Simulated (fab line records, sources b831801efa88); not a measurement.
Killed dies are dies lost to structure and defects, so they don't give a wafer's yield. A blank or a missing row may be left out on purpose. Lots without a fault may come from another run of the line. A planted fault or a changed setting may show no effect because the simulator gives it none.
One fault seen from 2 desks | flow sky130 | each desk has only its own numbers; what lay behind them comes last

THE METROLOGY DESK
What the gauges read, lot by lot, whatever tool the lot ran on: means of the sampled wafers that have a number. A lot is out of limits, marked OUT, if its mean lies more than 4 standard deviations from the usual mean; the brackets give that distance.
Columns: A = CAP2M_TIN_THK at SKY_CAP2M_THK_MEAS_04, usual 201.3 nm
lot  | first seen here | A
L521 | day 40 02:49    | 206.5
L522 | day 40 19:51    | 199.6
L524 | day 40 21:58    | 204.5
L523 | day 41 02:37    | 200.2
L525 | day 41 20:37    | 201.0
L526 | day 42 10:44    | 200.8
L528 | day 42 11:42    | 200.9
L527 | day 42 15:17    | 199.9
L529 | day 42 15:57    | 201.5
L534 | day 44 11:42    | 201.9
L536 | day 44 13:10    | 199.6
L535 | day 44 15:01    | 200.1
L539 | day 45 04:19    | 200.2
L540 | day 45 13:32    | 204.1
This desk's finding: nothing out of limits on any of the 14 lots.

THE TOOL OWNER'S DESK: pvd_sputter-04
The tool's own readings at SKY_LI_CONTACT_SPUTTER_20 (material TiN, target thk 20 nm, time 80 s): means of the sampled wafers that have a number, for each lot that ran on this tool. A lot is out of limits, marked OUT, if its mean lies more than 4 standard deviations from the usual mean; the brackets give that distance.
Columns: A = throttle_valve_pct at SKY_LI_CONTACT_SPUTTER_20, usual 29.6 %
lot  | first seen here | A
L523 | day 30 17:23    | 29.6
L529 | day 32 12:25    | 29.5
L536 | day 34 15:57    | 29.1
L535 | day 34 17:04    | 29.1
L539 | day 35 10:16    | 29.2
This desk's finding: nothing out of limits on any of the 5 lots.

PUT TOGETHER
The metrology desk saw nothing out of limits.
The tool owner's desk saw nothing out of limits.

WHAT THE SIMULATOR HAD PUT IN
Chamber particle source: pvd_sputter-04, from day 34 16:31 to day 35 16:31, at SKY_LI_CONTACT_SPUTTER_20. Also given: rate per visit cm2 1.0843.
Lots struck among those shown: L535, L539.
